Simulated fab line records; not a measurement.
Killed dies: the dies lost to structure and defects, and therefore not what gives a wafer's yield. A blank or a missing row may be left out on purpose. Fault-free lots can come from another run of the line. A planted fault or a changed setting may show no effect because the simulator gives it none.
fab line records + flow sky130
record:
- lots: 10
- wafers: 30
- last_day: 48
route steps=708 shown POLY_GATE@231 LDD_N@247 LDD_P@263 LDD_HVP@288
lots that met no fault: taken from a fault-free run of the same line
start_h: hours from the record's first day to the start of the lot's first wafer shown + wait_h: how many hours have passed since the lot's step before this one + " unchanged from the row above + L1.1+2: a row that stands for several wafers + - either no value or no given start + * or withheld: withheld + < > ~ a bound
route shown NAME@n: a module of which the file shows steps, and the number in the route of the first + usual: mean and standard deviation over wafers with no fault + same: alike in all rows + chamber/n: place in a boat + sites: per-site readings + _std_site: the standard deviation of these + _edge_site: mean of outer sites minus mean of inner sites + radius_mm: how far each site lies from the wafer's centre + mask NAME#n: copy n + behind: tool/chamber where the wafer was last shaped + hold: cause of the lot's hold/its duration in hours/its outcome + device: whichever transistor did not switch (one of n, p or np) + end of line: at the end of the route, the tests of the same wafers + a step with no rows: only its recipe + killed: dies that structure and defects cost at the first sort, which is not the same as the wafer's yield + map: dies across one wafer; x = killed, . = not, _ = none there
set.NAME: the run value of the setting; set.NAME@STEP: its run value at that earlier step + model.NAME: the simulator's own value behind a step, which no gauge read
one table for each step of the route and one row for each wafer, over a sample of lots
services: from which hour (start_h, from the record's first day; less than 0 if before it) a tool's chamber was out of use, for how many hours, and why
== steps ==
step: SKY_POLY_GATE_ETCH_17
recipe:
- target_depth_nm: 180
- stop_on: SiO2
- over_etch_frac: 0.56667
- chemistry: HBr/Cl2
- target: poly-Si
- icp_w: 400
- bias_w: 100
- pressure_mtorr: 10
- HBr_flow_sccm: 150
- Cl2_flow_sccm: 50
- time_s: 70.5
usual:
- bias_w: 100.0/0.3
- chamber_pressure_mTorr: 10.000/0.009
- drypump_motor_current_A: 5.9/0.55
- oes_product_au: 0.986/0.0084
- throttle_valve_pct: 33.684/0.0093
| lot.wafer | tool      | chamber | start_h | wait_h | bias_w | chamber_pressure_mTorr | drypump_motor_current_A | oes_product_au | rf_hours_counter_h | throttle_valve_pct |
|-----------|-----------|---------|---------|--------|--------|------------------------|-------------------------|----------------|--------------------|--------------------|
| L227.1    | rie_si-01 | 2       | 370.76  | 0.0    | 100.0  | 9.984                  | 6.2                     | 0.985          | 4                  | 33.694             |
| L227.2    | "         | 0       | "       | "      | 99.7   | 9.985                  | 6.6                     | 0.994          | 4                  | 33.683             |
| L227.3    | "         | 1       | "       | "      | 99.9   | 10.002                 | 4.9                     | 0.997          | 3                  | 33.678             |
| L228.3    | rie_si-01 | 1       | 384.41  | 0.0    | 100.2  | 9.989                  | 4.8                     | 0.993          | 3                  | 33.696             |
| L228.4    | "         | 0       | "       | "      | 99.3   | 9.992                  | 6.6                     | 0.991          | 5                  | 33.686             |
| L228.5    | "         | 1       | "       | "      | 100.3  | 9.988                  | 4.8                     | 0.985          | -                  | 33.687             |
| L229.1    | rie_si-02 | 1       | 395.84  | 0.0    | 99.9   | 9.998                  | 6.4                     | 0.998          | 6                  | 33.692             |
| L229.2    | "         | 0       | "       | "      | 100.7  | 9.983                  | 5.7                     | 0.992          | 3                  | 33.701             |
| L229.4    | "         | 3       | "       | "      | 100.6  | 10.006                 | 5.4                     | 0.994          | 6                  | 33.684             |
| L230.4    | rie_si-02 | 2       | 402.36  | 0.0    | 100.4  | 9.999                  | 5.8                     | 0.990          | 73                 | 33.664             |
| L230.5    | "         | 2       | "       | "      | 100.3  | 10.020                 | 5.9                     | 0.988          | -                  | 33.681             |
| L230.6    | "         | 3       | "       | "      | 100.0  | 9.977                  | 5.4                     | 0.981          | -                  | 33.701             |
| L231.1    | rie_si-01 | 2       | 411.83  | 0.0    | 100.3  | 10.004                 | 6.2                     | 0.969          | 4                  | 33.706             |
| L231.2    | "         | 0       | "       | "      | 100.5  | 9.989                  | 6.6                     | 0.966          | 5                  | 33.677             |
| L231.4    | "         | 3       | "       | "      | 99.5   | 9.998                  | 5.8                     | 0.978          | 50                 | 33.684             |
| L232.2    | rie_si-02 | 3       | 423.41  | 0.0    | 100.1  | 9.998                  | 5.4                     | 0.983          | 6                  | 33.683             |
| L232.4    | "         | 1       | "       | "      | 100.3  | 10.001                 | 6.5                     | 0.981          | -                  | 33.688             |
| L232.6    | "         | 3       | "       | "      | 100.0  | 9.999                  | 5.4                     | 0.971          | -                  | 33.686             |
| L235.2    | rie_si-02 | 3       | 449.70  | 0.0    | 99.7   | 10.009                 | 5.4                     | 0.983          | 7                  | 33.697             |
| L235.3    | "         | 1       | "       | "      | 99.6   | 10.006                 | 6.4                     | 0.991          | 6                  | 33.692             |
| L235.6    | "         | 3       | "       | "      | 99.8   | 10.003                 | 5.4                     | 0.991          | -                  | 33.676             |
| L236.1    | rie_si-01 | 3       | 456.71  | 0.0    | 100.0  | 10.003                 | 5.8                     | 0.977          | 50                 | 33.676             |
| L236.4    | "         | 1       | "       | "      | 99.8   | 9.994                  | 4.8                     | 0.993          | 3                  | 33.679             |
| L236.5    | "         | 1       | "       | "      | 100.1  | 10.001                 | 4.8                     | 0.999          | -                  | 33.676             |
| L237.1    | rie_si-02 | 1       | 465.60  | 0.0    | 100.1  | 9.999                  | 6.4                     | 0.974          | 6                  | 33.680             |
| L237.4    | "         | 3       | "       | "      | 100.2  | 10.015                 | 5.4                     | 0.992          | 7                  | 33.678             |
| L237.6    | "         | 3       | "       | "      | 99.5   | 10.000                 | 5.4                     | 0.970          | -                  | 33.685             |
| L238.1    | rie_si-01 | 3       | 475.40  | 0.0    | 100.2  | 9.996                  | 5.8                     | 0.982          | 50                 | 33.689             |
| L238.3    | "         | 1       | "       | "      | 99.7   | 9.983                  | 4.8                     | 0.995          | 4                  | 33.681             |
| L238.6    | "         | 3       | "       | "      | 100.6  | 9.996                  | 5.8                     | 0.981          | -                  | 33.689             |
step: SKY_LDD_N_IMPLANT_10
recipe:
- species: As
- energy_kev: 20
- dose_cm2: 7.5e+13
- tilt_deg: withheld
- rotation_deg: 203
usual:
- end_station_pressure_torr: 5.35e-06/2.8e-07
- implant_ion_amu: 75/0
| lot.wafer | tool         | chamber | start_h | wait_h | end_station_pressure_torr | implant_ion_amu |
|-----------|--------------|---------|---------|--------|---------------------------|-----------------|
| L227.1    | implanter-04 | 0       | 402.80  | 0.1    | 5.36e-06                  | 75              |
| L227.2    | "            | 0       | "       | "      | 5.21e-06                  | 75              |
| L227.3    | "            | 0       | "       | "      | 5.12e-06                  | 75              |
| L228.3    | implanter-04 | 0       | 417.19  | 0.1    | 5.71e-06                  | 75              |
| L228.4    | "            | 0       | "       | "      | 5.18e-06                  | 75              |
| L228.5    | "            | 0       | "       | "      | 5.54e-06                  | 75              |
| L229.1    | implanter-02 | 0       | 428.20  | 0.1    | 5.44e-06                  | 75              |
| L229.2    | "            | 0       | "       | "      | 5.05e-06                  | 75              |
| L229.4    | "            | 0       | "       | "      | 5.04e-06                  | 75              |
| L230.4    | implanter-04 | 0       | 434.87  | 0.1    | 4.93e-06                  | 75              |
| L230.5    | "            | 0       | "       | "      | 5.6e-06                   | 75              |
| L230.6    | "            | 0       | "       | "      | 5.5e-06                   | 75              |
| L231.1    | implanter-04 | 0       | 445.44  | 0.1    | 5.56e-06                  | 75              |
| L231.2    | "            | 0       | "       | "      | 5.63e-06                  | 75              |
| L231.4    | "            | 0       | "       | "      | 5.47e-06                  | 75              |
| L232.2    | implanter-02 | 0       | 455.98  | 0.1    | 4.98e-06                  | 75              |
| L232.4    | "            | 0       | "       | "      | 5.24e-06                  | 75              |
| L232.6    | "            | 0       | "       | "      | 4.9e-06                   | 75              |
| L235.2    | implanter-02 | 0       | 481.92  | 0.1    | 5.5e-06                   | 49              |
| L235.3    | "            | 0       | "       | "      | 4.93e-06                  | 49              |
| L235.6    | "            | 0       | "       | "      | 5.69e-06                  | 49              |
| L236.1    | implanter-04 | 0       | 488.55  | 0.1    | 5.29e-06                  | 49              |
| L236.4    | "            | 0       | "       | "      | 5.25e-06                  | 49              |
| L236.5    | "            | 0       | "       | "      | 5.49e-06                  | 49              |
| L237.1    | implanter-01 | 0       | 499.29  | 0.1    | 5.52e-06                  | 49              |
| L237.4    | "            | 0       | "       | "      | 5.15e-06                  | 49              |
| L237.6    | "            | 0       | "       | "      | 5.6e-06                   | 49              |
| L238.1    | implanter-04 | 0       | 508.29  | 0.1    | 5.49e-06                  | 49              |
| L238.3    | "            | 0       | "       | "      | 5.1e-06                   | 49              |
| L238.6    | "            | 0       | "       | "      | 5.59e-06                  | 49              |
step: SKY_LDD_N_STRIP_16
recipe:
- chemistry: O2/N2
- power_w: 1400
- pressure_mtorr: 1500
- platen_temp_c: withheld
- o2_flow_sccm: 3000
- n2_flow_sccm: 300
- overash_fraction: 0.5
usual:
- chamber_pressure_mTorr: 1500.0/1.3
- drypump_motor_current_A: 5.4/0.32
- oes_product_au: 0.407/0.0042
- strip_time_to_endpoint_s: 4.338/0.013
| lot.wafer | tool            | chamber | start_h | wait_h | chamber_pressure_mTorr | drypump_motor_current_A | oes_product_au | rf_hours_counter_h | strip_time_to_endpoint_s |
|-----------|-----------------|---------|---------|--------|------------------------|-------------------------|----------------|--------------------|--------------------------|
| L227.1    | plasma_asher-03 | 1       | 403.70  | 0.1    | 1499.6                 | 5.1                     | 0.406          | 72                 | 4.336                    |
| L227.2    | "               | 0       | "       | "      | 1500.2                 | 5.6                     | 0.408          | 72                 | 4.342                    |
| L227.3    | "               | 0       | "       | "      | 1500.3                 | 5.6                     | 0.405          | -                  | 4.351                    |
| L228.3    | plasma_asher-03 | 1       | 418.07  | 0.1    | 1502.9                 | 5.2                     | 0.412          | -                  | 4.327                    |
| L228.4    | "               | 0       | "       | "      | 1498.7                 | 5.6                     | 0.404          | -                  | 4.354                    |
| L228.5    | "               | 1       | "       | "      | 1500.7                 | 5.2                     | 0.408          | -                  | 4.328                    |
| L229.1    | plasma_asher-04 | 1       | 429.10  | 0.1    | 1499.1                 | 5.6                     | 0.407          | 57                 | 4.322                    |
| L229.2    | "               | 0       | "       | "      | 1501.8                 | 5.0                     | 0.413          | 57                 | 4.346                    |
| L229.4    | "               | 0       | "       | "      | 1500.5                 | 5.0                     | 0.409          | -                  | 4.336                    |
| L230.4    | plasma_asher-04 | 0       | 435.72  | 0.1    | 1501.9                 | 5.1                     | 0.410          | -                  | 4.355                    |
| L230.5    | "               | 1       | "       | "      | 1500.8                 | 5.6                     | 0.410          | -                  | 4.341                    |
| L230.6    | "               | 0       | "       | "      | 1498.6                 | 5.0                     | 0.402          | -                  | 4.341                    |
| L231.1    | plasma_asher-04 | 1       | 446.34  | 0.1    | 1500.0                 | 5.7                     | 0.417          | 59                 | 4.347                    |
| L231.2    | "               | 0       | "       | "      | 1498.6                 | 5.1                     | 0.403          | 59                 | 4.336                    |
| L231.4    | "               | 0       | "       | "      | 1501.1                 | 5.0                     | 0.404          | -                  | 4.360                    |
| L232.2    | plasma_asher-02 | 1       | 456.85  | 0.1    | 1500.7                 | 6.1                     | 0.404          | 79                 | 4.360                    |
| L232.4    | "               | 0       | "       | "      | 1499.5                 | 5.4                     | 0.402          | -                  | 4.374                    |
| L232.6    | "               | 1       | "       | "      | 1499.7                 | 6.1                     | 0.401          | -                  | 4.359                    |
| L235.2    | plasma_asher-04 | 0       | 482.79  | 0.1    | 1500.9                 | 5.0                     | 0.409          | 63                 | 4.295                    |
| L235.3    | "               | 1       | "       | "      | 1498.2                 | 5.7                     | 0.413          | -                  | 4.305                    |
| L235.6    | "               | 0       | "       | "      | 1500.8                 | 5.0                     | 0.410          | -                  | 4.287                    |
| L236.1    | plasma_asher-03 | 0       | 489.45  | 0.1    | 1500.5                 | 5.6                     | 0.409          | 6                  | 4.301                    |
| L236.4    | "               | 0       | "       | "      | 1500.2                 | 5.6                     | 0.409          | -                  | 4.296                    |
| L236.5    | "               | 1       | "       | "      | 1502.2                 | 5.1                     | 0.414          | -                  | 4.284                    |
| L237.1    | plasma_asher-04 | 1       | 500.19  | 0.1    | 1500.5                 | 5.7                     | 0.401          | 64                 | 4.289                    |
| L237.4    | "               | 0       | "       | "      | 1501.6                 | 5.0                     | 0.406          | -                  | 4.307                    |
| L237.6    | "               | 0       | "       | "      | 1498.4                 | 5.0                     | 0.404          | -                  | 4.294                    |
| L238.1    | plasma_asher-02 | 1       | 509.19  | 0.1    | 1500.1                 | 6.1                     | 0.404          | 84                 | 4.274                    |
| L238.3    | "               | 0       | "       | "      | 1500.9                 | 5.4                     | 0.410          | -                  | 4.289                    |
| L238.6    | "               | 0       | "       | "      | 1499.3                 | 5.4                     | 0.409          | -                  | 4.276                    |
step: SKY_LDD_N_TW_MEAS_17
usual:
- LDD_N_TW: 2608/14
| lot.wafer | tool          | chamber | start_h | wait_h | LDD_N_TW |
|-----------|---------------|---------|---------|--------|----------|
| L227.1    | film_metro-01 | -       | 403.80  | 0.1    | 2618     |
| L227.2    | "             | -       | "       | "      | 2616     |
| L227.3    | "             | -       | "       | "      | 2631     |
| L228.3    | film_metro-03 | -       | 418.16  | 0.1    | 2605     |
| L228.4    | "             | -       | "       | "      | 2632     |
| L228.5    | "             | -       | "       | "      | 2609     |
| L229.1    | film_metro-03 | -       | 429.20  | 0.1    | 2610     |
| L229.2    | "             | -       | "       | "      | 2631     |
| L229.4    | "             | -       | "       | "      | 2610     |
| L230.4    | film_metro-04 | -       | 435.82  | 0.1    | 2606     |
| L230.5    | "             | -       | "       | "      | 2608     |
| L230.6    | "             | -       | "       | "      | 2606     |
| L231.1    | film_metro-03 | -       | 446.44  | 0.1    | 2618     |
| L231.2    | "             | -       | "       | "      | 2613     |
| L231.4    | "             | -       | "       | "      | 2626     |
| L232.2    | film_metro-03 | -       | 456.96  | 0.1    | 2602     |
| L232.4    | "             | -       | "       | "      | 2588     |
| L232.6    | "             | -       | "       | "      | 2587     |
| L235.2    | film_metro-04 | -       | 482.90  | 0.1    | 2491     |
| L235.3    | "             | -       | "       | "      | 2492     |
| L235.6    | "             | -       | "       | "      | 2483     |
| L236.1    | film_metro-01 | -       | 489.55  | 0.1    | 2511     |
| L236.4    | "             | -       | "       | "      | 2508     |
| L236.5    | "             | -       | "       | "      | 2514     |
| L237.1    | film_metro-04 | -       | 500.29  | 0.1    | 2482     |
| L237.4    | "             | -       | "       | "      | 2493     |
| L237.6    | "             | -       | "       | "      | 2483     |
| L238.1    | film_metro-01 | -       | 509.29  | 0.1    | 2505     |
| L238.3    | "             | -       | "       | "      | 2521     |
| L238.6    | "             | -       | "       | "      | 2514     |
step: SKY_LDD_P_OVL_MEAS_08
usual:
- LDD_P_OVL: -0.5/1.4
| lot.wafer | tool       | chamber | start_h | wait_h | LDD_P_OVL[nm] |
|-----------|------------|---------|---------|--------|---------------|
| L227.1    | overlay-02 | -       | 433.98  | 0.1    | -0.8          |
| L227.2    | "          | -       | "       | "      | -4.0          |
| L227.3    | "          | -       | "       | "      | -1.4          |
| L228.3    | overlay-02 | -       | 449.15  | 0.1    | 0.2           |
| L228.4    | "          | -       | "       | "      | -0.7          |
| L228.5    | "          | -       | "       | "      | -0.2          |
| L229.1    | overlay-01 | -       | 460.19  | 0.1    | 2.3           |
| L229.2    | "          | -       | "       | "      | 2.0           |
| L229.4    | "          | -       | "       | "      | 2.2           |
| L230.4    | overlay-02 | -       | 466.76  | 0.1    | -1.0          |
| L230.5    | "          | -       | "       | "      | -2.4          |
| L230.6    | "          | -       | "       | "      | -1.5          |
| L231.1    | overlay-01 | -       | 476.73  | 0.1    | 0.1           |
| L231.2    | "          | -       | "       | "      | -1.4          |
| L231.4    | "          | -       | "       | "      | -1.3          |
| L232.2    | overlay-01 | -       | 487.50  | 0.1    | -1.8          |
| L232.4    | "          | -       | "       | "      | -0.7          |
| L232.6    | "          | -       | "       | "      | -0.4          |
| L235.2    | overlay-02 | -       | 514.39  | 0.1    | 1.1           |
| L235.3    | "          | -       | "       | "      | -0.2          |
| L235.6    | "          | -       | "       | "      | -0.9          |
| L236.1    | overlay-02 | -       | 520.24  | 0.1    | -2.3          |
| L236.4    | "          | -       | "       | "      | -1.1          |
| L236.5    | "          | -       | "       | "      | -0.6          |
| L237.1    | overlay-02 | -       | 531.44  | 0.1    | -2.5          |
| L237.4    | "          | -       | "       | "      | -3.4          |
| L237.6    | "          | -       | "       | "      | -3.0          |
| L238.1    | overlay-02 | -       | 540.48  | 0.1    | 0.3           |
| L238.3    | "          | -       | "       | "      | 0.2           |
| L238.6    | "          | -       | "       | "      | 0.9           |
step: SKY_LDD_HVP_TW_MEAS_10
usual:
- LDD_HVP_TW: 459.1/2.7
| lot.wafer | tool          | chamber | start_h | wait_h | LDD_HVP_TW |
|-----------|---------------|---------|---------|--------|------------|
| L227.1    | film_metro-03 | -       | 496.35  | 0.1    | 458.7      |
| L227.2    | "             | -       | "       | "      | 460.4      |
| L227.3    | "             | -       | "       | "      | 459.1      |
| L228.3    | film_metro-04 | -       | 511.63  | 0.1    | 460.1      |
| L228.4    | "             | -       | "       | "      | 460.5      |
| L228.5    | "             | -       | "       | "      | 461.5      |
| L229.1    | film_metro-04 | -       | 523.20  | 0.1    | 459.2      |
| L229.2    | "             | -       | "       | "      | 459.5      |
| L229.4    | "             | -       | "       | "      | 458.8      |
| L230.4    | film_metro-04 | -       | 529.64  | 0.1    | 458.7      |
| L230.5    | "             | -       | "       | "      | 457.7      |
| L230.6    | "             | -       | "       | "      | 456.3      |
| L231.1    | film_metro-02 | -       | 539.46  | 0.1    | 454.5      |
| L231.2    | "             | -       | "       | "      | 455.2      |
| L231.4    | "             | -       | "       | "      | 457.6      |
| L232.2    | film_metro-04 | -       | 550.90  | 0.1    | 458.6      |
| L232.4    | "             | -       | "       | "      | 458.7      |
| L232.6    | "             | -       | "       | "      | 458.3      |
| L235.2    | film_metro-02 | -       | 580.75  | 0.1    | 466.0      |
| L235.3    | "             | -       | "       | "      | 463.6      |
| L235.6    | "             | -       | "       | "      | 461.0      |
| L236.1    | film_metro-04 | -       | 581.25  | 0.1    | 458.5      |
| L236.4    | "             | -       | "       | "      | 459.7      |
| L236.5    | "             | -       | "       | "      | 459.6      |
| L237.1    | film_metro-02 | -       | 588.81  | 0.1    | 462.1      |
| L237.4    | "             | -       | "       | "      | 461.9      |
| L237.6    | "             | -       | "       | "      | 466.1      |
| L238.1    | film_metro-04 | -       | 600.70  | 0.1    | 458.8      |
| L238.3    | "             | -       | "       | "      | 458.2      |
| L238.6    | "             | -       | "       | "      | 460.0      |
== services ==
| tool            | chamber | start_h | hours | kind           |
|-----------------|---------|---------|-------|----------------|
| rie_si-02       | -       | 351.17  | 2.8   | pm             |
| rie_si-01       | 1       | 356.85  | 11.6  | repair         |
| implanter-01    | -       | 391.51  | 6.7   | repair         |
| implanter-04    | -       | 398.60  | 2.7   | repair         |
| implanter-04    | -       | 408.61  | 0.6   | repair         |
| rie_si-02       | 2       | 420.60  | -     | clean          |
| rie_si-02       | 2       | 420.60  | 19.1  | scheduled_down |
| rie_si-02       | 2       | 420.60  | 19.1  | vent_cycle     |
| plasma_asher-03 | -       | 421.25  | 9.0   | pm             |
| plasma_asher-03 | 0       | 421.25  | 9.0   | vent_cycle     |
| plasma_asher-03 | 1       | 421.25  | 9.0   | vent_cycle     |
| plasma_asher-02 | -       | 423.92  | 1.6   | repair         |
| rie_si-02       | 1       | 424.82  | 4.7   | repair         |
| plasma_asher-03 | 0       | 430.25  | -     | clean          |
| plasma_asher-03 | 1       | 430.25  | -     | clean          |
| implanter-02    | -       | 434.28  | 6.0   | repair         |
| plasma_asher-03 | -       | 438.06  | 2.0   | repair         |
| rie_si-02       | 3       | 471.82  | 8.0   | repair         |
| implanter-04    | -       | 475.84  | 3.1   | pm             |
| implanter-02    | -       | 497.25  | 0.5   | repair         |
== key ==
first_sign:
- step: SKY_LDD_N_IMPLANT_10
- reading: implant_ion_amu
- direction: down
- sigmas: 99+
- usual: 75
- struck: 49
effect:
- step: SKY_LDD_N_STRIP_16
- reading: strip_time_to_endpoint_s
- direction: down
- sigmas: 3.5
- usual: *
- struck: *
effect:
- step: SKY_LDD_N_TW_MEAS_17
- reading: LDD_N_TW
- direction: down
- sigmas: 7.9
- usual: 2608
- struck: 2500
met_at SKY_LDD_N_IMPLANT_10
struck_lots L235,L236,L237,L238
tester_left_out L235,L236,L237,L238
not_acting_at SKY_POLY_GATE_ETCH_17,SKY_LDD_P_OVL_MEAS_08,SKY_LDD_HVP_TW_MEAS_10
onset_between 455.98 481.92
fault:
- kind: wrong_recipe_download
- tool: implanter-01,implanter-02,implanter-04
- chamber: -
- onset_h: 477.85
- steps: SKY_LDD_N_IMPLANT_10
- wrong_recipe.not_listed: 1
tester_left_out: of these lots the tester's yield and bins aren't shown, on N5 and GAA mostly nor the transistor test; their killed dies are dies lost to structure and defects alone, not to doping, threshold or leakage, so they don't give the yield
